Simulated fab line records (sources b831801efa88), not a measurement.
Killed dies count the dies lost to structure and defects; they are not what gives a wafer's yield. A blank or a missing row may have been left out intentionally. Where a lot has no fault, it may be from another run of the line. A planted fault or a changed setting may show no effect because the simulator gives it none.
Comparing a struck lot with a sound one / flow sky130 / 20 steps out of a route of 708
Sound: the wafers L215.2, L215.5, L215.6. Struck: wafers L210.1, L210.5. The cause is named last.
Each step with rows lists, per side, the tool, then ch with its chambers, then its first start. Under that, the readings that differ: sound wafers / struck wafers / difference of the means / sigmas: that difference in standard deviations of wafers without a fault.
alike: readings whose means differ by less than 2 such deviations, and words and numbers that are the same on both sides. not compared: withheld readings, readings that some wafer has no value for, bounds like >300 that may hide the same value, and numbers for which the record gives no deviation and whose values overlap.
The two part at a step that has a row with sigmas, a row that says differs or no value, or rows on one side only. Numbers that don't overlap but have no deviation are shown without sigmas and don't part them. Lack of a reading on every wafer of one side parts them only where that side has two or more wafers.

first, 2 steps without rows for these wafers: SKY_PWDE_PEB_05; SKY_PWDE_DEVELOP_06 (develop time 60 s).
SKY_PWDE_OVL_MEAS_07:
  struck on overlay-01, day 7 09:37; sound on overlay-02, day 8 16:49
  alike: PWDE_OVL
then, 1 step without rows for these wafers: SKY_PWDE_IMPLANT_08.
SKY_PWDE_STRIP_09: strips in O2/N2.
  sound on plasma_asher-03 ch 0,1, day 8 17:00; struck on plasma_asher-01 ch 1, day 7 09:49
reading=strip_time_to_endpoint_s (s); sound=37.17 37.08 37.03; struck=36.79 36.88; difference=-0.26; sigmas=-2
  alike: drypump_motor_current_A, oes_product_au
  not compared: rf_hours_counter_h
SKY_PWDE_TW_MEAS_10:
  struck on film_metro-02, day 7 09:55; sound on film_metro-03, day 8 17:07
  alike: PWDE_TW
then, 6 steps without rows for these wafers: SKY_NWELL_DEHYDRATE_03 (time 60 s); SKY_NWELL_HMDS_04 (prime time 60 s); SKY_NWELL_COAT_05 (resist thk 3000 nm); SKY_NWELL_SOFTBAKE_06; SKY_NWELL_EXPOSE_07 (exposes mask NWM, target cd 840 nm); SKY_NWELL_PEB_08.
SKY_NWELL_DEVELOP_09: develop time 60 s.
  sound on litho_track-03 ch 0, day 9 13:00; struck on litho_track-04 ch 0, day 8 05:00
SKY_NWELL_OVL_MEAS_10:
  struck on overlay-01, day 8 05:18; sound on overlay-02, day 9 13:11
reading=NWELL_00_OVL (nm); sound=-0.8 0.9 1.3; struck=- -; difference=no value on the struck wafers; sigmas=
then, 3 steps without rows for these wafers: SKY_NWELL_IMPLANT_11; SKY_NWELL_IMPLANT_12; SKY_NWELL_IMPLANT_13.
SKY_NWELL_STRIP_14: strips in O2/N2.
  sound on plasma_asher-02 ch 0,1, day 9 13:40; struck on plasma_asher-01 ch 0, day 8 05:47
reading=drypump_motor_current_A (A); sound=5.6 5.4 5.6; struck=6.6 6.6; difference=+1.1; sigmas=+2
  alike: oes_product_au, strip_time_to_endpoint_s
  not compared: rf_hours_counter_h
SKY_NWELL_TW_MEAS_15:
  struck on film_metro-02, day 8 06:07; sound on film_metro-01, day 9 13:47
reading=NWELL_TW; sound=1836 1845 1833; struck=30 30; difference=-1808; sigmas=-99 or more
  not compared: hold
-- the record jumps here: 41 days lie between the struck wafers' starts before and after (it left off in module NWELL and takes up again in module PAD_OPEN, whose first step shown is number 708 of the route) --
SKY_PAD_OPEN_PROBE_99:
  struck on prober-01, day 49 13:03; sound on prober-02, day 50 10:47
reading=hold; sound=- - -; struck=await_dispo/2.5h/release await_dispo/2.5h/release; difference=no value on the sound wafers; sigmas=
reading=killed_at_front_end; sound=16 20 13; struck=428 414; difference=+405; sigmas=+88
reading=killed_dies; sound=87 96 86; struck=492 492; difference=+402; sigmas=+41
reading=killed_on_rim; sound=22 30 14; struck=96 96; difference=+74; sigmas=+19
  alike: killed_at_M0_to_M3, killed_at_M4_up, killed_at_contacts, killed_at_other, killed_open, killed_short

== WHERE THEY PART ==
First at SKY_PWDE_STRIP_09; last, within this record, at SKY_PAD_OPEN_PROBE_99.

WHY: what the simulator had put in
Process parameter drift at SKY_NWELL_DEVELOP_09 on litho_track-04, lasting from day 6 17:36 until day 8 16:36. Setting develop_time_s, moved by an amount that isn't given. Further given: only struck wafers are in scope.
